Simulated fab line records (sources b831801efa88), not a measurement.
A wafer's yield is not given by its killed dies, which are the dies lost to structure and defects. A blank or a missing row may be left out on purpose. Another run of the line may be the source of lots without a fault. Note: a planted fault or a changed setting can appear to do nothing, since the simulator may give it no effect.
Check for tools in common    flow gf180mcu    Sampled: 12 lots, 36 wafers

== WHY THIS WAS OPENED ==
2 of 12 lots carry a flag on the reading LVPWELL_TW at GF_LVPWELL_TW_MEAS_11. Wafers without a fault read 557, standard deviation 3.9.
Rule: a lot is flagged in two cases, either no wafer of it has a number, or all its wafers with numbers fall more than 4 standard deviations from that mean. The other lots count as sound.

lot   measured     on            LVPWELL_TW, wafer by wafer  flag
L981  day 3 19:55  filmMetro-02  561 561 562                 
L983  day 4 09:50  filmMetro-01  556 556 558                 
L984  day 4 14:44  filmMetro-03  557 557 556                 
L988  day 5 13:47  filmMetro-03  560 565 560                 
L990  day 5 22:29  filmMetro-01  558 554 553                 
L991  day 6 06:05  filmMetro-01  552 553 551                 
L993  day 6 15:35  filmMetro-02  560 564 563                 
L995  day 7 04:06  filmMetro-01  533 531 532                 FLAGGED
L996  day 7 08:51  filmMetro-01  528 528 528                 FLAGGED
L102  day 8 18:47  filmMetro-01  556 555 554                 
L103  day 9 03:22  filmMetro-01  558 556 553                 
L104  day 9 05:20  filmMetro-02  557 554 559                 
Average over the flagged lots: 530; offset from the usual -27, equal to -7 standard deviations.

== LOT BY LOT: THE TOOL USED ==
The record keeps 1 process step preceding the reading, out of 602 steps on the route. Each cell gives the tool, then ch followed by the chambers the sampled wafers passed through, then the start.
lot   flag     GF_LVPWELL_IMPLANT_09
L981           implanter-02 ch 0, day 3 19:41
L983           implanter-01 ch 0, day 4 09:37
L984           implanter-04 ch 0, day 4 14:30
L988           implanter-02 ch 0, day 5 13:33
L990           implanter-04 ch 0, day 5 22:14
L991           implanter-04 ch 0, day 6 05:50
L993           implanter-01 ch 0, day 6 15:22
L995  FLAGGED  implanter-04 ch 0, day 7 03:51
L996  FLAGGED  implanter-04 ch 0, day 7 08:38
L102           implanter-01 ch 0, day 8 18:33
L103           implanter-02 ch 0, day 9 03:08
L104           implanter-01 ch 0, day 9 05:05
What is done by these steps:
- GF_LVPWELL_IMPLANT_09
- GF_LVPWELL_TW_MEAS_11

== FLAGGED AGAINST TOTAL, ONE TOOL AT A TIME (gauges that did the reading follow at the end) ==
step                   tool          lots run  flagged  share of the flagged lots  sound lots run after its first flagged lot
GF_LVPWELL_IMPLANT_09  implanter-01  4         0        none                       -
GF_LVPWELL_IMPLANT_09  implanter-02  3         0        none                       -
GF_LVPWELL_IMPLANT_09  implanter-04  5         2        all                        0
GF_LVPWELL_TW_MEAS_11  filmMetro-01  7         2        all                        2 (L102,L103)
GF_LVPWELL_TW_MEAS_11  filmMetro-02  3         0        none                       -
GF_LVPWELL_TW_MEAS_11  filmMetro-03  2         0        none                       -

== WHAT IS ALLOWED BY THE TABLE ==
2 rows of the table ran every flagged lot: implanter-04 at GF_LVPWELL_IMPLANT_09, filmMetro-01 at GF_LVPWELL_TW_MEAS_11.
- implanter-04 at GF_LVPWELL_IMPLANT_09: 2 of its 5 lots flagged. Last sound lot L991 at day 6 05:50, first flagged lot L995 at day 7 03:51; a fault beginning in between fits. Its own readings (doseIonsCm2, faradayCurrentUA) fall more than 4 standard deviations out on all wafers of the flagged lots.
- filmMetro-01 at GF_LVPWELL_TW_MEAS_11: 2 of its 7 lots flagged. Lots that were sound ran on it after the first flagged one (L102, L103); a persistent fault on the entire tool would not allow that.
Just one tool remains: implanter-04 at GF_LVPWELL_IMPLANT_09.

== WHAT WAS PUT IN BY THE SIMULATOR ==
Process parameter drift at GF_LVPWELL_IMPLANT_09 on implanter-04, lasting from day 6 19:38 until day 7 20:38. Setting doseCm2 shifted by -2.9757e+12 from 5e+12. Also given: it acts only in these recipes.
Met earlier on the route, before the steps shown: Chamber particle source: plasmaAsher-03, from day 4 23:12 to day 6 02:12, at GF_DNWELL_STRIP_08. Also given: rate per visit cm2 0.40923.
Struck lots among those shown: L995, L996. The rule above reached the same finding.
